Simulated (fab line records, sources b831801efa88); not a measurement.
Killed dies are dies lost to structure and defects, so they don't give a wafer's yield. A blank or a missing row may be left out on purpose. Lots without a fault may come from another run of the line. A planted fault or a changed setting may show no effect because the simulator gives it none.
Which tool did it? | flow sky130 | 12 lots, 36 wafers sampled, at 3 steps of a route of 708

WHAT THE GAUGES READ, wafer by wafer
SKY_VT_ADJUST_HVTP_TW_MEAS_11.
lot  | measured     | on            | VT_ADJUST_HVTP_TW
L708 | day 6 05:28  | film_metro-03 | 1335 1335 1334
L711 | day 6 23:19  | film_metro-01 | 1374 1371 1370
L713 | day 7 12:38  | film_metro-01 | 1367 1367 1360
L714 | day 7 17:10  | film_metro-02 | 1359 1361 1360
L716 | day 8 07:48  | film_metro-01 | 1367 1373 1365
L717 | day 8 12:54  | film_metro-03 | 1331 1323 1333
L719 | day 9 01:11  | film_metro-01 | 1378 1379 1385
L722 | day 9 19:20  | film_metro-01 | 1386 1383 1384
L726 | day 10 23:31 | film_metro-03 | 1335 1326 1325
L728 | day 11 11:39 | film_metro-02 | 1362 1351 1356
L729 | day 11 19:30 | film_metro-03 | 1334 1338 1335
L730 | day 12 01:40 | film_metro-03 | 1340 1335 1330

SKY_VT_ADJUST_HVTR_CD_MEAS_07: target cd 380 nm.
lot  | measured     | on        | cd_nm (nm)
L708 | day 9 15:21  | cd_sem-02 | 378.8 380.7 378.2
L711 | day 10 11:52 | cd_sem-01 | 377.9 380.6 378.8
L713 | day 11 03:52 | cd_sem-02 | 383.9 384.4 381.5
L714 | day 11 09:09 | cd_sem-01 | 377.7 379.4 379.7
L716 | day 12 05:51 | cd_sem-01 | 383.8 383.2 383.9
L717 | day 12 06:26 | cd_sem-01 | 381.6 379.0 377.9
L719 | day 12 21:51 | cd_sem-01 | 378.0 376.3 374.8
L722 | day 13 19:35 | cd_sem-02 | 383.6 384.4 383.7
L726 | day 15 02:28 | cd_sem-02 | 383.9 383.4 382.4
L728 | day 15 16:19 | cd_sem-02 | 379.4 379.9 380.0
L729 | day 16 02:03 | cd_sem-01 | 381.1 380.0 382.3
L730 | day 16 08:12 | cd_sem-02 | 379.5 379.0 380.0

WHICH TOOL RAN EACH LOT (tool, then ch and the chambers of the sampled wafers, then the start)
lot  | SKY_VT_ADJUST_LVTN_STRIP_09
L708 | plasma_asher-03 ch 0,1, day 7 00:24
L711 | plasma_asher-04 ch 0, day 7 19:36
L713 | plasma_asher-03 ch 0,1, day 8 09:41
L714 | plasma_asher-03 ch 0,1, day 8 13:51
L716 | plasma_asher-03 ch 0,1, day 9 05:33
L717 | plasma_asher-04 ch 0,1, day 9 09:06
L719 | plasma_asher-03 ch 0,1, day 9 22:19
L722 | plasma_asher-03 ch 0,1, day 10 17:53
L726 | plasma_asher-01 ch 0,1, day 11 23:23
L728 | plasma_asher-03 ch 0,1, day 12 11:13
L729 | plasma_asher-01 ch 0,1, day 12 19:57
L730 | plasma_asher-04 ch 0,1, day 13 02:49
- SKY_VT_ADJUST_LVTN_STRIP_09: strips in O2/N2.

WHAT THE TOOLS THEMSELVES READ (means of the sampled wafers that have a number; where no wafer has one, the mark that the record gives instead)
SKY_VT_ADJUST_LVTN_STRIP_09.
lot  | tool            | drypump_motor_current_A (A) | oes_product_au (a.u.) | strip_time_to_endpoint_s (s)
L708 | plasma_asher-03 | 6.0                         | 0.717                 | 36.93
L711 | plasma_asher-04 | 5.3                         | 0.724                 | 36.91
L713 | plasma_asher-03 | 6.0                         | 0.715                 | 36.86
L714 | plasma_asher-03 | 6.0                         | 0.721                 | 36.98
L716 | plasma_asher-03 | 5.9                         | 0.722                 | 36.91
L717 | plasma_asher-04 | 5.4                         | 0.726                 | 36.96
L719 | plasma_asher-03 | 6.0                         | 0.720                 | 37.05
L722 | plasma_asher-03 | 6.1                         | 0.725                 | 36.86
L726 | plasma_asher-01 | 5.6                         | 0.722                 | 36.87
L728 | plasma_asher-03 | 6.0                         | 0.719                 | 36.90
L729 | plasma_asher-01 | 5.5                         | 0.721                 | 36.84
L730 | plasma_asher-04 | 5.4                         | 0.725                 | 37.00

THE ANSWER, worked out from the rows above alone
Rule: what is usual is taken from the lots themselves. Put in order of their means at a reading, lots are off if they are a third of the lots or fewer, leave a main group of 4 or more, and stand apart from it by a gap of 3 or more times the standard deviation of the main group's means; of several such gaps the widest counts. A main group whose means are all the same, to the digits that the tables above print for the reading, isn't used. A lot without any number at a reading at which 4 lots or more have one is off too. The other lots that the step has rows for count as sound. The gauges are gone through in route order, then the tools' own readings, and for those a lot's mean is taken as printed above. The first step at which some lot is off is used, and at that step the reading that is off furthest; a lot without a number counts as furthest.
No lot is off at any reading shown: from this, nothing can be told.

WHAT THE SIMULATOR HAD PUT IN
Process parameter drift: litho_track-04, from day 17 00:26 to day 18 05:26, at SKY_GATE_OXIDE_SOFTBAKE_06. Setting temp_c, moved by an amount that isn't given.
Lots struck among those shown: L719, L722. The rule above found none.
